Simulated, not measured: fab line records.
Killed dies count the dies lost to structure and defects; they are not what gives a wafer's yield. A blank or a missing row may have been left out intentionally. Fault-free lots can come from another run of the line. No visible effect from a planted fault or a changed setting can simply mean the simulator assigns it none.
8D (eight disciplines) problem report, filled in by code + flow gf180mcu + the parts of the form that need people (team, actions taken, sign-off) are left out

## 1. THE PROBLEM
At GF_VT_IMPLANT_IMPLANT_30, beam-energy-keV averages 26.131 over 6 wafers from 2 lots, while fault-free wafers read 25.000, standard deviation 0.0079. So: +99 or more standard deviations from the usual mean.
First observed at day 11 05:05: wafer L928.1, on implanter-01. The record holds 39 wafers of 13 lots with a number at this step. Rule for "out", or "out of limits": more than 4 standard deviations from the usual mean. The rest of the wafers with a number are treated as sound.

## 2. WHAT IT IS; WHAT IT IS NOT
| question                    | is                     | is not                                                                    |
|-----------------------------|------------------------|---------------------------------------------------------------------------|
| which readings at this step | beam-energy-keV        | -                                                                         |
| which lots                  | L928, L930             | L913, L915, L916, L917, L918, L920, L921, L922, L923, L933, L935          |
| which wafers of those lots  | all that have a number | -                                                                         |
| read on which tools         | implanter-01           | implanter-02, implanter-04                                                |
| when                        | from day 11 05:05      | up to then (27 sound wafers); but 6 sound wafers of L933, L935 came after |

## 3. SUSPECTS, AND WHAT RULES EACH OUT
Counting: a tool at a process step up to the reading stays a suspect if it ran every lot that is out and no sound lot after the first of them.
- implanter-01 at GF_VT_IMPLANT_IMPLANT_30: kept. Every lot that is out went through it, starting with L928 (day 11 05:05), and after that it ran no sound lot; the last sound lot it ran before then is L923 (day 9 20:13). Out on those wafers are its own readings of beam-energy-keV.
The count leaves implanter-01 at GF_VT_IMPLANT_IMPLANT_30.

## 4. THE CAUSE (what the simulator had put in)
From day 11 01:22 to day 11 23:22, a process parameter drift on implanter-01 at GF_VT_IMPLANT_IMPLANT_30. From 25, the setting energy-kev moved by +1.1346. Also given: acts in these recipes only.
This tool alone remained once counting was done.

## 5. THE EFFECT CHAIN, in route order
Each row: a reading where the mean over the struck wafers with a number is more than 3 standard deviations away from the usual. Scope: only readings with a usual standard deviation given in the record; hours: median across lots of the time from each lot's start at the first step in this table that gives one to its start at this step; sigmas: change in usual standard deviations.
| hours | step                     | reading         | usual  | on struck wafers | change | sigmas      |
|-------|--------------------------|-----------------|--------|------------------|--------|-------------|
| 0     | GF_VT_IMPLANT_IMPLANT_30 | beam-energy-keV | 25.000 | 26.131           | +1.131 | +99 or more |
The process steps in it:
- GF_VT_IMPLANT_IMPLANT_30

## 6. HOW IT WOULD HAVE BEEN CAUGHT EARLIER
In this record the first reading out of limits was taken at day 11 05:05, 4 hours after the fault began at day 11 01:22.
